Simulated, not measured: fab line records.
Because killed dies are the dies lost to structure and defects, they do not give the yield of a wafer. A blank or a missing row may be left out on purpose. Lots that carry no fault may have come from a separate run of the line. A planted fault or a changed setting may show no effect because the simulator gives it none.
fab line records | flow sfq-line
[record] lots = 14 | wafers = 42 | last-day = 83
route steps=325 shown M4@160 R5@215 C5@244
lots untouched by any fault: they come from a run of this same line in which no faults occurred
start-h: hours from the record's first day to the start of the lot's first wafer shown | wait-h: hours since the lot's step before | " identical to the entry in the row above | L1.1+2: a single row standing in for several wafers | - either no value or no given start | * or withheld: withheld | < > ~ a bound
route shown NAME@n: names a module that has steps shown in the file, with the first one's number in the route | usual: average and standard deviation across the fault-free wafers | same: alike in all rows | chamber/n: place in a boat | sites: readings site by site | _std_site: the standard deviation of these | _edge_site: the outer-site mean with the inner-site mean subtracted | radius-mm: for every site, how far away it sits from the centre of the wafer | mask NAME#n: copy n | behind: the last tool/chamber to shape the wafer | hold: cause of the lot's hold/its duration in hours/its outcome | device: transistor that didn't switch, given as n, p or np | end of line: tests of these same wafers at the route's end | a step given without rows: its recipe and nothing more | killed: the dies lost at the first sort to structure and to defects; this is not the yield of the wafer | map: the dies of a wafer, with x for killed, . for not killed, _ for no die there
set.NAME: the run value of the setting; set.NAME@STEP: its run value at that earlier step | model.NAME: the simulator's own value behind a step, which no gauge read
the route's steps for a sample of lots (tables are steps, rows are wafers)
services: from which hour (start-h, from the record's first day; less than 0 if before it) a tool's chamber was out of use, for how many hours, and why
[[steps]]
[step SFQ_TRILAYER_M4_ETCH_METAL_ETCH_096]
[recipe] target = Nb | stop-on = SiO2 | mask-material = PR | chemistry = Cl2/Ar | target-depth-nm = 240 | icp-w = 600 | bias-w = 80 | pressure-mtorr = 10 | time-s = 120
[usual] drypump-motor-current-A = 5.30/0.16 | oes-product-au = 0.894/0.0058 | rf-fwd-power-W = 596.7/2.2
[same] time-s = 120
lot.wafer | tool         | chamber | start-h | wait-h | drypump-motor-current-A | oes-product-au | rf-fwd-power-W | rf-hours-counter-h
L674.2    | rie-metal-02 | 0       | 647.09  | 0.0    | 5.28                    | 0.890          | 593.3          | 137
L674.4    | "            | 1       | "       | "      | 5.26                    | 0.875          | 597.2          | -
L674.5    | "            | 1       | "       | "      | 5.25                    | 0.892          | 595.8          | -
L677.1    | rie-metal-02 | 0       | 802.12  | 0.0    | 5.30                    | 0.900          | 596.2          | 156
L677.3    | "            | 0       | "       | "      | 5.29                    | 0.894          | 599.7          | -
L677.4    | "            | 1       | "       | "      | 5.29                    | 0.903          | 598.5          | -
L678.2    | rie-metal-01 | 1       | 808.61  | 0.0    | 5.62                    | 0.886          | 600.4          | 149
L678.5    | "            | 0       | "       | "      | 5.20                    | 0.890          | 596.7          | -
L678.6    | "            | 1       | "       | "      | 5.64                    | 0.886          | 601.4          | -
L679.1    | rie-metal-01 | 0       | 820.94  | 0.0    | 5.20                    | 0.884          | 600.8          | 9
L679.2    | "            | 1       | "       | "      | 5.61                    | 0.890          | 596.5          | 152
L679.5    | "            | 1       | "       | "      | 5.60                    | 0.889          | 599.3          | -
L685.2    | rie-metal-04 | 0       | 911.14  | 0.0    | 5.05                    | 0.888          | 598.0          | 50
L685.3    | "            | 1       | "       | "      | 5.47                    | 0.904          | 596.0          | -
L685.5    | "            | 0       | "       | "      | 5.04                    | 0.896          | 599.8          | -
L686.2    | rie-metal-02 | 0       | 914.54  | 0.0    | 5.28                    | 0.886          | 596.1          | 7
L686.3    | "            | 0       | "       | "      | 5.28                    | 0.903          | 595.6          | -
L686.5    | "            | 0       | "       | "      | 5.29                    | 0.891          | 595.7          | -
L687.1    | rie-metal-04 | 0       | 919.34  | 0.0    | 4.99                    | 0.906          | 596.9          | 52
L687.3    | "            | 0       | "       | "      | 4.99                    | 0.903          | 597.0          | -
L687.4    | "            | 1       | "       | "      | 5.44                    | 0.901          | 598.2          | -
L688.1    | rie-metal-04 | 1       | 928.94  | 0.0    | 5.47                    | 0.893          | 596.0          | 81
L688.4    | "            | 1       | "       | "      | 5.48                    | 0.892          | 594.1          | -
L688.6    | "            | 1       | "       | "      | 5.48                    | 0.897          | 597.6          | -
L689.2    | rie-metal-01 | 0       | 1064.38 | 0.0    | 5.22                    | 0.888          | 599.4          | 52
L689.4    | "            | 0       | "       | "      | 5.19                    | 0.892          | 599.2          | -
L689.6    | "            | 0       | "       | "      | 5.19                    | 0.885          | 597.8          | -
L691.3    | rie-metal-01 | 1       | 1084.82 | 0.1    | 5.60                    | 0.899          | 601.1          | -
L691.5    | "            | 1       | "       | "      | 5.62                    | 0.891          | 600.1          | -
L691.6    | "            | 0       | "       | "      | 5.21                    | 0.897          | 600.5          | -
L692.1    | rie-metal-02 | 0       | 1096.78 | 0.0    | 5.30                    | 0.890          | 597.2          | 34
L692.3    | "            | 0       | "       | "      | 5.29                    | 0.902          | 593.6          | -
L692.4    | "            | 1       | "       | "      | 5.29                    | 0.898          | 595.6          | -
L694.3    | rie-metal-01 | 1       | 1116.02 | 0.1    | 5.61                    | 0.889          | 597.1          | -
L694.4    | "            | 0       | "       | "      | 5.19                    | 0.899          | 596.2          | -
L694.5    | "            | 0       | "       | "      | 5.22                    | 0.895          | 596.8          | -
L695.2    | rie-metal-04 | 0       | 1120.78 | 0.0    | 5.05                    | 0.894          | 597.4          | 82
L695.4    | "            | 0       | "       | "      | 5.04                    | 0.903          | 595.9          | -
L695.5    | "            | 1       | "       | "      | 5.45                    | 0.903          | 599.4          | -
L696.1    | rie-metal-02 | 1       | 1124.38 | 0.0    | 5.28                    | 0.891          | 597.6          | 82
L696.5    | "            | 0       | "       | "      | 5.29                    | 0.890          | 593.6          | -
L696.6    | "            | 1       | "       | "      | 5.25                    | 0.891          | 597.8          | -
[step SFQ_R5_RS_MEAS_933]
[recipe] thk-meas-gauge = four-point-probe | reads = Ti_of_TRILAYER_R5_DEP_SPUTTER_134+MoNx_of_TRILAYER_R5_DEP_SPUTTER_133+Ti_of_TRILAYER_R5_DEP_SPUTTER_132
[usual] R5_MONX_RS = 7.07/0.067
lot.wafer | tool          | chamber | start-h | wait-h | R5_MONX_RS[ohm/sq]
L674.2    | film-metro-02 | -       | 1118.58 | 0.0    | 7.15
L674.4    | "             | -       | "       | "      | 7.15
L674.5    | "             | -       | "       | "      | 7.18
L677.1    | film-metro-04 | -       | 1248.67 | 0.0    | 7.22
L677.3    | "             | -       | "       | "      | 7.18
L677.4    | "             | -       | "       | "      | 7.20
L678.2    | film-metro-02 | -       | 1259.82 | 0.0    | 7.08
L678.5    | "             | -       | "       | "      | 7.08
L678.6    | "             | -       | "       | "      | 7.10
L679.1    | film-metro-02 | -       | 1269.80 | 0.0    | 7.00
L679.2    | "             | -       | "       | "      | 7.06
L679.5    | "             | -       | "       | "      | 7.02
L685.2    | film-metro-04 | -       | 1354.88 | 0.0    | 6.99
L685.3    | "             | -       | "       | "      | 7.01
L685.5    | "             | -       | "       | "      | 7.02
L686.2    | film-metro-01 | -       | 1356.87 | 0.0    | 7.00
L686.3    | "             | -       | "       | "      | 7.05
L686.5    | "             | -       | "       | "      | 7.02
L687.1    | film-metro-02 | -       | 1372.86 | 0.0    | 7.14
L687.3    | "             | -       | "       | "      | 7.14
L687.4    | "             | -       | "       | "      | 7.18
L688.1    | film-metro-04 | -       | 1379.16 | 0.0    | 7.16
L688.4    | "             | -       | "       | "      | 7.10
L688.6    | "             | -       | "       | "      | 7.03
L689.2    | film-metro-04 | -       | 1385.18 | 0.0    | 7.12
L689.4    | "             | -       | "       | "      | 7.07
L689.6    | "             | -       | "       | "      | 7.06
L691.3    | film-metro-04 | -       | 1391.20 | 0.0    | 7.06
L691.5    | "             | -       | "       | "      | 7.16
L691.6    | "             | -       | "       | "      | 7.09
L692.1    | film-metro-04 | -       | 1397.16 | 0.0    | 7.08
L692.3    | "             | -       | "       | "      | 7.09
L692.4    | "             | -       | "       | "      | 7.05
L694.3    | film-metro-02 | -       | 1408.60 | 0.0    | 6.98
L694.4    | "             | -       | "       | "      | 6.97
L694.5    | "             | -       | "       | "      | 7.03
L695.2    | film-metro-01 | -       | 1411.58 | 0.0    | 7.11
L695.4    | "             | -       | "       | "      | 7.18
L695.5    | "             | -       | "       | "      | 7.10
L696.1    | film-metro-04 | -       | 1412.16 | 0.0    | 7.00
L696.5    | "             | -       | "       | "      | 7.05
L696.6    | "             | -       | "       | "      | 7.06
[step SFQ_R5_THK_MEAS_934]
[recipe] thk-meas-gauge = xrf | reads = MoNx_of_TRILAYER_R5_DEP_SPUTTER_133
[usual] R5_MONX_THK = 39.7/0.43
lot.wafer | tool          | chamber | start-h | wait-h | R5_MONX_THK[nm]
L674.2    | film-metro-02 | -       | 1118.69 | 0.1    | 39.5
L674.4    | "             | -       | "       | "      | 39.3
L674.5    | "             | -       | "       | "      | 39.2
L677.1    | film-metro-04 | -       | 1248.79 | 0.1    | 38.9
L677.3    | "             | -       | "       | "      | 38.9
L677.4    | "             | -       | "       | "      | 38.9
L678.2    | film-metro-02 | -       | 1259.93 | 0.1    | 39.7
L678.5    | "             | -       | "       | "      | 39.6
L678.6    | "             | -       | "       | "      | 39.4
L679.1    | film-metro-02 | -       | 1269.92 | 0.1    | 40.1
L679.2    | "             | -       | "       | "      | 39.6
L679.5    | "             | -       | "       | "      | 40.0
L685.2    | film-metro-04 | -       | 1354.99 | 0.1    | 40.2
L685.3    | "             | -       | "       | "      | 40.0
L685.5    | "             | -       | "       | "      | 40.0
L686.2    | film-metro-01 | -       | 1356.98 | 0.1    | 39.9
L686.3    | "             | -       | "       | "      | 39.9
L686.5    | "             | -       | "       | "      | 39.9
L687.1    | film-metro-02 | -       | 1372.98 | 0.1    | 39.0
L687.3    | "             | -       | "       | "      | 39.5
L687.4    | "             | -       | "       | "      | 39.2
L688.1    | film-metro-04 | -       | 1379.28 | 0.1    | 39.4
L688.4    | "             | -       | "       | "      | 39.5
L688.6    | "             | -       | "       | "      | 39.9
L689.2    | film-metro-04 | -       | 1385.29 | 0.1    | 39.3
L689.4    | "             | -       | "       | "      | 39.8
L689.6    | "             | -       | "       | "      | 39.4
L691.3    | film-metro-04 | -       | 1391.30 | 0.1    | 39.6
L691.5    | "             | -       | "       | "      | 39.2
L691.6    | "             | -       | "       | "      | 39.3
L692.1    | film-metro-04 | -       | 1397.28 | 0.1    | 39.8
L692.3    | "             | -       | "       | "      | 39.7
L692.4    | "             | -       | "       | "      | 39.9
L694.3    | film-metro-02 | -       | 1408.70 | 0.1    | 40.3
L694.4    | "             | -       | "       | "      | 40.3
L694.5    | "             | -       | "       | "      | 40.2
L695.2    | film-metro-01 | -       | 1411.69 | 0.1    | 39.0
L695.4    | "             | -       | "       | "      | 38.6
L695.5    | "             | -       | "       | "      | 38.9
L696.1    | film-metro-04 | -       | 1412.28 | 0.1    | 40.2
L696.5    | "             | -       | "       | "      | 39.8
L696.6    | "             | -       | "       | "      | 39.6
[step SFQ_TRILAYER_C5_LITHO_PEB_154]
[recipe] peb-temp-c = 115 | peb-time-s = 60 | resist = KrF
[usual] chill-plate-temp-C = 23.00/0.1 | exhaust-pa = 45.1/0.98 | heater-power-total-W = 79.15/0.067
lot.wafer | tool           | chamber | start-h | wait-h | chill-plate-temp-C | exhaust-pa | heater-power-total-W
L674.2    | litho-track-04 | 0       | 1476.42 | 0.8    | 22.89              | 44.8       | 79.02
L674.4    | "              | 0       | "       | "      | 23.03              | 43.6       | 79.20
L674.5    | "              | 0       | "       | "      | 22.98              | 44.9       | 79.24
L677.1    | litho-track-02 | 0       | 1490.71 | 1.0    | 22.95              | 45.5       | 79.17
L677.3    | "              | 0       | "       | "      | 22.85              | 45.2       | 79.15
L677.4    | "              | 0       | "       | "      | 22.74              | 45.1       | 79.14
L678.2    | litho-track-01 | 0       | 1507.40 | 0.8    | 23.01              | 44.6       | 79.02
L678.5    | "              | 0       | "       | "      | 23.25              | 46.8       | 79.17
L678.6    | "              | 0       | "       | "      | 23.05              | 45.4       | 79.07
L679.1    | litho-track-02 | 0       | 1512.30 | 1.0    | 23.07              | 44.3       | 79.18
L679.2    | "              | 0       | "       | "      | 23.13              | 44.5       | 79.10
L679.5    | "              | 0       | "       | "      | 23.01              | 44.3       | 79.14
L685.2    | litho-track-01 | -       | 1677.85 | 0.8    | -                  | -          | -
L685.3    | "              | -       | "       | "      | -                  | -          | -
L685.5    | "              | -       | "       | "      | -                  | -          | -
L686.2    | litho-track-01 | -       | 1691.05 | 0.8    | -                  | -          | -
L686.3    | "              | -       | "       | "      | -                  | -          | -
L686.5    | "              | -       | "       | "      | -                  | -          | -
L687.1    | litho-track-04 | 0       | 1697.03 | 1.0    | 23.07              | 44.8       | 79.20
L687.3    | "              | 0       | "       | "      | 23.06              | 45.8       | 79.18
L687.4    | "              | 0       | "       | "      | 22.91              | 44.5       | 79.16
L688.1    | litho-track-01 | 0       | 1698.23 | 1.0    | 22.94              | 44.5       | 79.19
L688.4    | "              | 0       | "       | "      | 23.02              | 45.8       | 79.08
L688.6    | "              | 0       | "       | "      | 22.90              | 44.0       | 79.15
L689.2    | litho-track-02 | 0       | 1701.85 | 0.8    | 23.04              | 46.0       | 79.21
L689.4    | "              | 0       | "       | "      | 22.86              | 45.6       | 79.08
L689.6    | "              | 0       | "       | "      | 22.97              | 45.2       | 79.12
L691.3    | litho-track-01 | 0       | 1705.48 | 0.7    | 22.89              | 44.6       | 79.07
L691.5    | "              | 0       | "       | "      | 22.98              | 44.7       | 79.16
L691.6    | "              | 0       | "       | "      | 22.99              | 44.5       | 79.17
L692.1    | litho-track-01 | 0       | 1708.79 | 1.0    | 22.99              | 43.9       | 79.20
L692.3    | "              | 0       | "       | "      | 23.02              | 42.9       | 79.18
L692.4    | "              | 0       | "       | "      | 22.90              | 43.5       | 79.06
L694.3    | litho-track-01 | 0       | 1718.44 | 0.7    | 22.95              | 45.6       | 79.19
L694.4    | "              | 0       | "       | "      | 22.94              | 45.5       | 79.21
L694.5    | "              | 0       | "       | "      | 23.02              | 45.6       | 79.16
L695.2    | litho-track-02 | 0       | 1722.02 | 0.8    | 22.96              | 45.0       | 79.13
L695.4    | "              | 0       | "       | "      | 23.07              | 45.3       | 79.19
L695.5    | "              | 0       | "       | "      | 23.10              | 44.8       | 79.19
L696.1    | litho-track-01 | 0       | 1723.19 | 1.0    | 23.12              | 42.7       | 79.01
L696.5    | "              | 0       | "       | "      | 23.02              | 44.5       | 79.21
L696.6    | "              | 0       | "       | "      | 22.98              | 43.5       | 79.15
[[services]]
tool         | chamber | start-h | hours | kind
rie-metal-02 | -       | 694.35  | 1.8   | repair
rie-metal-01 | 0       | 731.46  | -     | clean
rie-metal-01 | 0       | 731.46  | 16.1  | scheduled-down
rie-metal-01 | 0       | 731.46  | 16.1  | vent-cycle
rie-metal-04 | -       | 810.85  | 1.4   | pm
rie-metal-04 | -       | 816.94  | 14.6  | pm
rie-metal-02 | 0       | 836.29  | -     | clean
rie-metal-02 | 0       | 836.29  | 31.3  | scheduled-down
rie-metal-02 | 0       | 836.29  | 31.3  | vent-cycle
rie-metal-01 | 1       | 847.01  | -     | clean
rie-metal-01 | 1       | 847.01  | 19.4  | scheduled-down
rie-metal-02 | 1       | 940.05  | 16.2  | repair
rie-metal-04 | -       | 1063.70 | 2.8   | pm
rie-metal-02 | 0       | 1079.84 | 5.7   | repair
rie-metal-02 | -       | 1097.85 | 1.4   | pm
rie-metal-01 | -       | 1113.81 | 1.4   | pm
rie-metal-02 | 0       | 1347.03 | 1.9   | repair
rie-metal-02 | 1       | 1369.94 | 8.0   | repair
rie-metal-01 | -       | 1385.74 | 0.7   | repair
rie-metal-04 | 0       | 1428.00 | 5.0   | repair
rie-metal-01 | -       | 1451.33 | 2.8   | pm
rie-metal-02 | -       | 1635.51 | 0.7   | repair
rie-metal-01 | 1       | 1636.51 | 52.3  | repair
rie-metal-02 | -       | 1706.04 | 2.8   | pm
[[key]]
[first-sign] step = SFQ_TRILAYER_C5_LITHO_PEB_154 | reading = tool-record | direction = missing
effect none on later readings
met-at SFQ_TRILAYER_C5_LITHO_PEB_154
struck-lots L685,L686
not-acting-at SFQ_TRILAYER_M4_ETCH_METAL_ETCH_096,SFQ_R5_RS_MEAS_933,SFQ_R5_THK_MEAS_934
onset-between 1507.40 1677.85
[fault] kind = skipped-step-whole | tool = litho-track-01 | chamber = - | onset-h = 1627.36 | steps = SFQ_TRILAYER_C5_LITHO_PEB_154 | scope = struck-lots-only
